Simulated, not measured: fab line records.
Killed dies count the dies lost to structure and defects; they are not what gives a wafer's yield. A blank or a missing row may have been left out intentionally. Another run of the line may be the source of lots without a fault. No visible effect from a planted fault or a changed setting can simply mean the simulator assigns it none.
The tool behind it: which one?    flow sky130    12 lots, 36 wafers sampled, at 4 steps of a route of 708

WHAT THE GAUGES SHOWED, per wafer
SKY_PAD_OPEN_BOW_MEAS_13.
lot   measured      on             PAD_OPEN_BOW (um)
L530  day 46 22:25  film metro-04  37 25 48
L532  day 47 05:43  film metro-03  59 73 59
L534  day 47 20:23  film metro-04  42 43 41
L535  day 47 23:48  film metro-02  60 65 58
L537  day 48 11:25  film metro-04  50 56 44
L539  day 48 19:47  film metro-04  43 54 54
L544  day 50 05:16  film metro-04  43 35 50
L546  day 50 14:13  film metro-03  55 54 57
L545  day 50 16:39  film metro-02  56 51 47
L548  day 50 19:04  film metro-02  58 50 44
L547  day 50 19:22  film metro-04  40 35 33
L549  day 50 20:32  film metro-03  65 53 56

WHICH TOOL RAN EACH LOT (tool, then ch and the chambers of the sampled wafers, then the start)
lot   SKY_METAL4_SPUTTER_02         SKY_VIA4_ETCH_12                    SKY_PASSIVATION_STRIP_12
L530  pvd sputter-02, day 41 03:16  rie diel-01 ch 0,1,3, day 44 02:46  plasma asher-01 ch 0,1, day 46 00:11
L532  pvd sputter-02, day 41 10:07  rie diel-02 ch 1,3, day 44 10:31    plasma asher-01 ch 0,1, day 46 07:36
L534  pvd sputter-04, day 42 05:35  rie diel-01 ch 1,2, day 45 02:43    plasma asher-04 ch 0,1, day 46 21:38
L535  pvd sputter-03, day 42 09:32  rie diel-01 ch 0,1,2, day 45 07:15  plasma asher-04 ch 0,1, day 47 02:12
L537  pvd sputter-03, day 42 22:45  rie diel-01 ch 0,1,3, day 45 19:25  plasma asher-04 ch 0,1, day 47 13:56
L539  pvd sputter-02, day 43 11:01  rie diel-02 ch 0,1,3, day 46 05:34  plasma asher-04 ch 0,1, day 47 23:05
L544  pvd sputter-02, day 45 00:38  rie diel-01 ch 2,3, day 47 17:58    plasma asher-04 ch 0, day 49 09:53
L546  pvd sputter-04, day 45 15:33  rie diel-01 ch 0,2, day 48 05:52    plasma asher-01 ch 0,1, day 49 19:29
L545  pvd sputter-02, day 45 17:37  rie diel-01 ch 0,2, day 48 08:13    plasma asher-02 ch 0,1, day 49 22:11
L548  pvd sputter-03, day 45 20:38  rie diel-01 ch 0,2,3, day 48 10:10  plasma asher-02 ch 0,1, day 50 00:53
L547  pvd sputter-03, day 45 21:06  rie diel-01 ch 0,3, day 48 11:25    plasma asher-04 ch 0,1, day 50 00:56
L549  pvd sputter-02, day 46 00:33  rie diel-01 ch 0,3, day 48 12:15    plasma asher-01 ch 0,1, day 50 01:12
- SKY_METAL4_SPUTTER_02: material AlCu, target thk 735 nm, time 39.1 s.
- SKY_VIA4_ETCH_12: etches SiO2 in C4F8/O2/Ar, stops on TiN, target depth 580 nm.
- SKY_PASSIVATION_STRIP_12: strips in O2/N2.

WHAT THE TOOLS THEMSELVES READ (means of the sampled wafers that have a number; where no wafer has one, the mark that the record gives instead)
SKY_METAL4_SPUTTER_02.
lot   tool            throttle valve pct (%)
L530  pvd sputter-02  30.2
L532  pvd sputter-02  29.9
L534  pvd sputter-04  31.0
L535  pvd sputter-03  30.6
L537  pvd sputter-03  30.1
L539  pvd sputter-02  30.1
L544  pvd sputter-02  30.3
L546  pvd sputter-04  31.8
L545  pvd sputter-02  29.8
L548  pvd sputter-03  30.0
L547  pvd sputter-03  31.0
L549  pvd sputter-02  30.6

SKY_VIA4_ETCH_12.
lot   tool         oes product au (a.u.)  rf fwd power W (W)
L530  rie diel-01  0.927                  1494
L532  rie diel-02  0.925                  1490
L534  rie diel-01  0.923                  1489
L535  rie diel-01  0.927                  1491
L537  rie diel-01  0.923                  1496
L539  rie diel-02  0.925                  1493
L544  rie diel-01  0.928                  1493
L546  rie diel-01  0.929                  1490
L545  rie diel-01  0.927                  1489
L548  rie diel-01  0.929                  1491
L547  rie diel-01  0.922                  1488
L549  rie diel-01  0.927                  1490

SKY_PASSIVATION_STRIP_12.
lot   tool             drypump motor current A (A)  n2 flow sccm (sccm)  oes product au (a.u.)  strip time to endpoint s (s)
L530  plasma asher-01  5.3                          299.6                0.660                  31.54
L532  plasma asher-01  5.3                          299.8                0.655                  31.37
L534  plasma asher-04  5.8                          299.8                0.660                  31.39
L535  plasma asher-04  5.6                          299.5                0.662                  31.12
L537  plasma asher-04  5.6                          300.7                0.657                  31.49
L539  plasma asher-04  5.8                          299.9                0.659                  31.56
L544  plasma asher-04  6.0                          301.1                0.659                  31.41
L546  plasma asher-01  5.3                          299.2                0.659                  31.58
L545  plasma asher-02  6.0                          300.0                0.662                  31.67
L548  plasma asher-02  5.8                          300.8                0.665                  31.53
L547  plasma asher-04  5.8                          299.3                0.661                  31.67
L549  plasma asher-01  5.8                          300.4                0.659                  31.56

THE ANSWER, worked out from the rows above alone
Rule: what is usual is taken from the lots themselves. The widest of any qualifying gaps counts: lots, ordered by their means at a reading, are off when they make up no more than a third of the lots, leave a main group of 4 or more, and stand apart from it by 3 or more times the standard deviation of that group's means. The tables above print the reading to a certain number of digits; a main group whose means all agree to those digits is not used. A lot without any number at a reading at which 4 lots or more have one is off too. All remaining lots with rows at the step are treated as sound. After the gauges, taken in route order, come the tools' own readings; for these a lot's mean is taken, as printed above. At the first step where some lot is off, the reading lying furthest off is the one used; lots without a number count as furthest.
No lot is off on any of the readings shown, so nothing can be concluded from this.

WHAT THE SIMULATOR HAD PUT IN
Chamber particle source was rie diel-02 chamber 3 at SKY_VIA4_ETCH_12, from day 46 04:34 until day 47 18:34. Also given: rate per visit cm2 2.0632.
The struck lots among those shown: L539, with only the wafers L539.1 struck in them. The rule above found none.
